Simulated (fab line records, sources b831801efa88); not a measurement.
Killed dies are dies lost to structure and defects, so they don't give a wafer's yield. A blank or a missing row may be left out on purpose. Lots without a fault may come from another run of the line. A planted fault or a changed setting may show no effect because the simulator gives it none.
Which tool did it? | flow gf180mcu | 12 lots, 36 wafers sampled, at 1 step of a route of 602

WHAT THE GAUGES READ, wafer by wafer
GF_STI_THK_MEAS_22.
lot  | measured    | on            | STI_OXIDATION_01_THK (nm)
L075 | day 2 10:16 | film_metro-04 | 14.76 14.58 14.57
L077 | day 2 18:20 | film_metro-03 | 15.02 14.86 14.94
L079 | day 3 04:49 | film_metro-04 | 14.69 14.56 14.68
L081 | day 3 16:02 | film_metro-01 | 15.31 15.11 15.20
L083 | day 4 02:36 | film_metro-01 | 15.05 15.05 15.10
L085 | day 4 13:41 | film_metro-01 | 15.23 15.10 15.09
L087 | day 4 22:07 | film_metro-01 | 14.85 14.88 15.02
L089 | day 5 08:41 | film_metro-01 | 15.38 14.96 15.25
L091 | day 5 23:05 | film_metro-04 | 15.24 15.14 14.84
L093 | day 6 10:40 | film_metro-01 | 15.19 15.18 14.91
L095 | day 6 21:02 | film_metro-01 | 14.80 14.99 14.99
L096 | day 7 03:13 | film_metro-04 | 14.71 14.94 14.87

WHICH TOOL RAN EACH LOT (tool, then ch and the chambers of the sampled wafers, then the start)
The record holds no process step before these readings.

THE ANSWER, worked out from the rows above alone
Rule: what is usual is taken from the lots themselves. Put in order of their means at a reading, lots are off if they are a third of the lots or fewer, leave a main group of 4 or more, and stand apart from it by a gap of 3 or more times the standard deviation of the main group's means; of several such gaps the widest counts. A main group whose means are all the same, to the digits that the tables above print for the reading, isn't used. A lot without any number at a reading at which 4 lots or more have one is off too. The other lots that the step has rows for count as sound.
No lot is off at any reading shown: from this, nothing can be told.

WHAT THE SIMULATOR HAD PUT IN
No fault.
